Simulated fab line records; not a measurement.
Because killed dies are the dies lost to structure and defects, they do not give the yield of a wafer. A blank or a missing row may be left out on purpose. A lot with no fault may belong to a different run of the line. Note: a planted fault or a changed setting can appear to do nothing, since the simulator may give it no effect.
Which tool is to blame? | flow gf180mcu | Sampling: 14 lots, 42 wafers, 4 of 602 route steps

WHAT EACH GAUGE READ, for each wafer
GF_VT_IMPLANT_OVL_MEAS_18. Usual: VT_IMPLANT_01_OVL gives -0.6 nm (standard deviation 1.5).
lot  | measured     | on         | VT_IMPLANT_01_OVL (nm) | flag
L532 | day 6 16:52  | overlay-02 | 0.7 0.5 -0.2           |
L531 | day 6 18:23  | overlay-02 | 0.6 0.1 -0.7           |
L533 | day 7 01:05  | overlay-02 | 0.8 -1.9 -0.2          |
L535 | day 7 04:20  | overlay-02 | -1.1 -1.9 -0.3         |
L534 | day 7 04:51  | overlay-02 | 0.8 0.2 -1.5           |
L538 | day 8 03:23  | overlay-02 | 0.7 -0.8 0.8           |
L539 | day 8 04:57  | overlay-01 | 4.2 1.3 0.8            |
L540 | day 8 09:55  | overlay-02 | 0.5 -1.2 -1.7          |
L541 | day 8 18:05  | overlay-01 | -1.7 -2.0 0.0          |
L545 | day 10 00:11 | overlay-02 | 0.5 -0.2 -1.8          |
L547 | day 10 09:12 | overlay-02 | -1.5 -1.5 -0.1         |
L548 | day 11 07:19 | overlay-02 | -2.9 -1.0 -0.9         |
L552 | day 12 04:43 | overlay-02 | -3.8 -3.5 0.9          |
L554 | day 12 23:44 | overlay-01 | 0.5 -0.4 -0.3          |

GF_HV_LDD_CD_MEAS_07 targets a cd of 400 nm. Usual: 399.9 nm for cd nm, sd 2.
lot  | measured     | on        | cd nm (nm)        | flag
L532 | day 10 10:22 | cd sem-02 | 401.8 404.3 402.2 |
L531 | day 10 13:14 | cd sem-02 | 399.4 396.9 399.7 |
L533 | day 10 19:20 | cd sem-01 | 399.5 399.0 397.1 |
L535 | day 11 02:22 | cd sem-01 | 403.9 402.4 403.6 |
L534 | day 11 01:51 | cd sem-01 | 398.4 399.0 400.2 |
L538 | day 12 03:07 | cd sem-01 | 398.3 398.1 399.7 |
L539 | day 12 07:51 | cd sem-02 | 399.7 399.1 399.7 |
L540 | day 12 14:59 | cd sem-01 | 396.8 396.5 397.3 |
L541 | day 12 23:34 | cd sem-02 | 398.3 398.3 400.1 |
L545 | day 14 09:06 | cd sem-02 | 398.2 398.9 401.0 |
L547 | day 14 23:04 | cd sem-02 | 400.6 400.9 401.6 |
L548 | day 15 21:33 | cd sem-01 | 396.4 398.2 396.1 |
L552 | day 16 21:43 | cd sem-01 | 399.9 399.1 398.7 |
L554 | day 17 17:05 | cd sem-02 | 398.2 400.1 398.1 |

GF_HV_LDD_OVL_MEAS_08. Usual: HV_LDD_OVL gives 0.4 nm (standard deviation 1.3).
lot  | measured     | on         | HV_LDD_OVL (nm) | flag
L532 | day 10 10:27 | overlay-02 | 2.1 1.6 0.7     |
L531 | day 10 13:22 | overlay-01 | -1.0 -2.4 -2.5  |
L533 | day 10 19:28 | overlay-02 | 1.7 -0.5 -0.3   |
L535 | day 11 02:29 | overlay-01 | -1.6 -2.7 0.6   |
L534 | day 11 01:58 | overlay-02 | 1.4 0.8 1.0     |
L538 | day 12 03:14 | overlay-02 | 1.2 0.2 0.1     |
L539 | day 12 07:56 | overlay-02 | 1.0 3.1 0.1     |
L540 | day 12 15:05 | overlay-01 | 1.2 2.5 1.5     |
L541 | day 12 23:41 | overlay-02 | -1.6 -0.8 -1.5  |
L545 | day 14 09:13 | overlay-01 | 0.1 -0.8 0.6    |
L547 | day 14 23:11 | overlay-01 | 1.8 1.6 2.0     |
L548 | day 15 21:38 | overlay-01 | -0.9 1.9 2.1    |
L552 | day 16 21:50 | overlay-02 | 0.6 0.4 0.5     |
L554 | day 17 17:13 | overlay-01 | 5.1 0.9 2.3     |

WHAT TOOL EACH LOT RAN ON (gives the tool, then ch and the chambers of the sampled wafers, and finally the start)
lot  | GF_POLY_GATE_SOFTBAKE_06
L532 | litho track-02 ch 0, day 9 05:00
L531 | litho track-02 ch 0, day 9 07:00
L533 | litho track-02 ch 0, day 9 14:00
L535 | litho track-02 ch 0, day 9 21:00
L534 | litho track-04 ch 0, day 9 20:00
L538 | litho track-04 ch 0, day 10 21:00
L539 | litho track-03 ch 0, day 11 00:00
L540 | litho track-03 ch 0, day 11 06:00
L541 | litho track-04 ch 0, day 11 13:00
L545 | litho track-02 ch 0, day 13 00:00
L547 | litho track-03 ch 0, day 13 12:00
L548 | litho track-03 ch 0, day 14 11:00
L552 | litho track-04 ch 0, day 15 08:00
L554 | litho track-04 ch 0, day 16 05:00
- GF_POLY_GATE_SOFTBAKE_06: time 60 s.

WHAT THE TOOLS THEMSELVES READ (means of the sampled wafers that have a number; where no wafer has one, the mark that the record gives instead)
GF_POLY_GATE_SOFTBAKE_06. Usual: plate temp C 130.00 C, standard deviation 0.15; run length s 89.20 s, standard deviation 0.12.
lot  | tool           | plate temp C (C) | run length s (s) | flag
L532 | litho track-02 | 129.81           | 89.22            |
L531 | litho track-02 | 130.04           | 89.20            |
L533 | litho track-02 | 129.99           | 89.25            |
L535 | litho track-02 | 130.04           | 89.09            |
L534 | litho track-04 | 129.92           | 89.12            |
L538 | litho track-04 | 130.18           | 89.09            |
L539 | litho track-03 | 129.87           | 89.25            |
L540 | litho track-03 | 130.05           | 89.28            |
L541 | litho track-04 | 130.13           | 89.13            |
L545 | litho track-02 | 129.95           | 89.17            |
L547 | litho track-03 | 129.97           | 97.17            | OFF
L548 | litho track-03 | 130.02           | 93.27            | OFF
L552 | litho track-04 | 129.83           | 89.08            |
L554 | litho track-04 | 130.10           | 89.06            |

THE ANSWER, worked out from the rows above alone
Rule: lot off if the mean of its wafers having a number is beyond 3 standard deviations from the usual mean. Also off: a lot with no number at a reading for which 4 or more lots have one. All remaining lots with rows at the step are treated as sound. First the gauges in route order, then the tools' own readings, where a lot's mean is used as printed above. At the first step where some lot is off, the reading lying furthest off is the one used; lots without a number count as furthest.
Off: L547, L548, at GF_POLY_GATE_SOFTBAKE_06 (run length s).
If a tool, at that step or one of the process steps before it, ran each lot that is off and ran no sound lot following the first of them, it fits. One fits: GF_POLY_GATE_SOFTBAKE_06 on litho track-03. Its last sound lot is L540 (day 11 06:00), its first lot that is off L547 (day 13 12:00): a fault that began between those two fits.
The tool's own readings at GF_POLY_GATE_SOFTBAKE_06 bear it out: on the lots that are off they differ by more than 5 times the standard deviation of the sound lots' means. run length s reads 95.22 s there against 89.16 s on the sound lots.

WHAT THE SIMULATOR PUT IN
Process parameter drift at GF_POLY_GATE_SOFTBAKE_06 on litho track-03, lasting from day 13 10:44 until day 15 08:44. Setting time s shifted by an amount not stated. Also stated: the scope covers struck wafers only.
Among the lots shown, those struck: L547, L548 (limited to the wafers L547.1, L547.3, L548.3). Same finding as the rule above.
